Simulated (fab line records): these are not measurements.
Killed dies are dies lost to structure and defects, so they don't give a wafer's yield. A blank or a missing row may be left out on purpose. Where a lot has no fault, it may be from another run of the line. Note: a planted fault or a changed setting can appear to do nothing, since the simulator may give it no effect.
Chamber matching | flow gf180mcu | GF_PASSIVATION_CVD_00 on pecvd-04: 3 sister chambers
The step deposits SiO2 from TEOS, target thk 1000 nm, time 111.95 s. 3 wafers are shown with their chamber, then 7 later ones without.

## EACH WAFER AND ITS CHAMBER
wafer  | chamber | run length s (s)
L469.4 | 2       | 139.9
L469.5 | 0       | 140.9
L470.6 | 1       | 140.1

## WAFERS WITHOUT THEIR CHAMBER
wafer  | run length s (s)
L472.6 | 141.0
L483.1 | 141.4
L483.3 | 139.0
L483.6 | 139.7
L484.1 | 139.5
L484.2 | 140.9
L484.4 | 139.4

## CHAMBER TAKEN BY EACH
wafer  | from the rows above     | in truth
L472.6 | can't be placed: 0 or 1 | 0
L483.1 | can't be placed: 0 or 1 | 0
L483.3 | can't be placed: 2 or 1 | 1
L483.6 | can't be placed: 2 or 1 | 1
L484.1 | can't be placed: 2 or 1 | 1
L484.2 | can't be placed: 0 or 1 | 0
L484.4 | can't be placed: 2 or 1 | 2
Placed correctly: 0 of 7. These rows do not allow placing 7 (true chamber among the candidates in 7). Placed wrongly: 0.
How it was worked out, from the rows above alone: a wafer's distance from a chamber is the root of the sum, over the readings, of the square of ((its reading less the chamber's mean) divided by the reading's scatter). If the next closest chamber is less than 2 further off than the closest, the wafer can't be placed; otherwise it belongs to the closest. A chamber's mean is the mean of its shown wafers. The scatter (one wafer shown for each chamber): square how far every hidden wafer sits from the nearest shown wafer, average those squares and take the square root.
